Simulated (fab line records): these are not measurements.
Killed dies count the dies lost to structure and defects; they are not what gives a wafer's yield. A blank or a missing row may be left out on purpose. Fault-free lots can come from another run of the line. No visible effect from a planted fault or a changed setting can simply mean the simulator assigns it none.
Which tool did it?    flow gf180mcu    39 wafers from 13 lots sampled at 4 of the route's 602 steps

WHAT THE GAUGES SHOWED, per wafer
GF_SALICIDE_THK_MEAS_05: measures by xrf.
lot   measured      on             SALICIDE_TIN_THK (nm)
L673  day 15 03:47  film metro-02  20.17 20.02 20.17
L674  day 15 09:59  film metro-04  20.43 20.39 20.86
L675  day 15 20:52  film metro-02  20.52 20.50 20.90
L676  day 15 23:04  film metro-04  20.09 20.19 20.20
L678  day 16 23:39  film metro-02  20.71 20.50 20.54
L679  day 17 08:46  film metro-03  20.42 20.08 20.16
L682  day 18 10:23  film metro-03  19.49 19.46 19.70
L684  day 19 11:44  film metro-03  19.69 19.38 19.54
L690  day 21 20:07  film metro-02  20.72 20.72 20.59
L691  day 21 20:29  film metro-04  20.10 19.70 20.00
L692  day 21 23:02  film metro-04  20.36 20.16 20.13
L693  day 22 08:32  film metro-04  19.75 20.01 19.80
L694  day 22 17:08  film metro-02  20.43 19.91 20.17

GF_V1_THK_MEAS_01.
lot   measured      on             V1_CVD_00_THK (nm)
L673  day 17 02:43  film metro-01  605 599 610
L674  day 17 10:00  film metro-03  602 599 601
L675  day 17 20:42  film metro-03  598 605 599
L676  day 17 22:40  film metro-01  595 599 605
L678  day 19 02:22  film metro-01  601 591 595
L679  day 19 10:09  film metro-03  604 600 600
L682  day 20 14:27  film metro-02  600 601 597
L684  day 21 15:41  film metro-01  599 599 602
L690  day 23 21:49  film metro-02  591 594 592
L691  day 23 22:25  film metro-03  606 598 606
L692  day 24 00:00  film metro-01  606 598 587
L693  day 24 09:53  film metro-02  595 594 611
L694  day 24 16:32  film metro-02  601 603 605

GF_V1_OVL_MEAS_15.
lot   measured      on          V1_OVL (nm)
L673  day 18 01:41  overlay-01  4 4 10
L674  day 18 10:29  overlay-02  1 4 4
L675  day 18 21:11  overlay-02  1 2 0
L676  day 18 23:24  overlay-02  -1 5 7
L678  day 20 03:49  overlay-02  0 5 4
L679  day 20 10:44  overlay-02  3 2 -3
L682  day 21 14:29  overlay-02  -1 12 8
L684  day 22 15:56  overlay-02  5 3 3
L690  day 24 20:35  overlay-02  -1 0 -1
L691  day 24 21:32  overlay-02  7 6 12
L692  day 24 22:50  overlay-01  4 3 12
L693  day 25 08:47  overlay-01  8 3 7
L694  day 25 14:47  overlay-02  -1 9 -2

WHAT TOOL EACH LOT RAN ON (gives the tool, then ch and the chambers of the sampled wafers, and finally the start)
lot   GF_SALICIDE_SPUTTER_03
L673  pvd sputter-01, day 15 03:32
L674  pvd sputter-03, day 15 09:49
L675  pvd sputter-03, day 15 20:41
L676  pvd sputter-01, day 15 22:53
L678  pvd sputter-03, day 16 23:31
L679  pvd sputter-01, day 17 08:37
L682  pvd sputter-01, day 18 10:13
L684  pvd sputter-01, day 19 11:35
L690  pvd sputter-03, day 21 19:58
L691  pvd sputter-04, day 21 20:20
L692  pvd sputter-03, day 21 22:53
L693  pvd sputter-01, day 22 08:22
L694  pvd sputter-01, day 22 16:59
- GF_SALICIDE_SPUTTER_03: material TiN, target thk 20 nm, time 16.7 s.

WHAT THE TOOLS THEMSELVES READ (means of the sampled wafers that have a number; where no wafer has one, the mark that the record gives instead)
GF_SALICIDE_SPUTTER_03.
lot   tool            cathode dc power W (W)  throttle valve pct (%)
L673  pvd sputter-01  6500.4                  30.2
L674  pvd sputter-03  6500.8                  30.4
L675  pvd sputter-03  6500.0                  29.9
L676  pvd sputter-01  6501.6                  30.9
L678  pvd sputter-03  6500.9                  30.3
L679  pvd sputter-01  6498.8                  30.5
L682  pvd sputter-01  6324.7                  30.6
L684  pvd sputter-01  6322.2                  30.4
L690  pvd sputter-03  6501.3                  30.3
L691  pvd sputter-04  6500.7                  31.3
L692  pvd sputter-03  6499.8                  29.9
L693  pvd sputter-01  6499.7                  30.1
L694  pvd sputter-01  6499.3                  30.4

THE ANSWER, worked out from the rows above alone
Rule: the usual values come from the lots themselves. Put in order of their means at a reading, lots are off if they are a third of the lots or fewer, leave a main group of 4 or more, and stand apart from it by a gap of 3 or more times the standard deviation of the main group's means; of several such gaps the widest counts. A main group is skipped when, at the precision printed for the reading in the tables above, its means are all equal. Also off: a lot with no number at a reading for which 4 or more lots have one. The other lots that the step has rows for count as sound. First the gauges in route order, then the tools' own readings, where a lot's mean is used as printed above. The first step at which some lot is off is used, and at that step the reading that is off furthest; a lot without a number counts as furthest.
Off, at GF_SALICIDE_SPUTTER_03 on cathode dc power W: L682, L684. The main group has a mean of 6500.3 W with a standard deviation of 0.82.
If a tool, at that step or one of the process steps before it, ran each lot that is off and ran no sound lot following the first of them, it fits. None of those tried fits.

WHAT HAD BEEN PUT IN BY THE SIMULATOR
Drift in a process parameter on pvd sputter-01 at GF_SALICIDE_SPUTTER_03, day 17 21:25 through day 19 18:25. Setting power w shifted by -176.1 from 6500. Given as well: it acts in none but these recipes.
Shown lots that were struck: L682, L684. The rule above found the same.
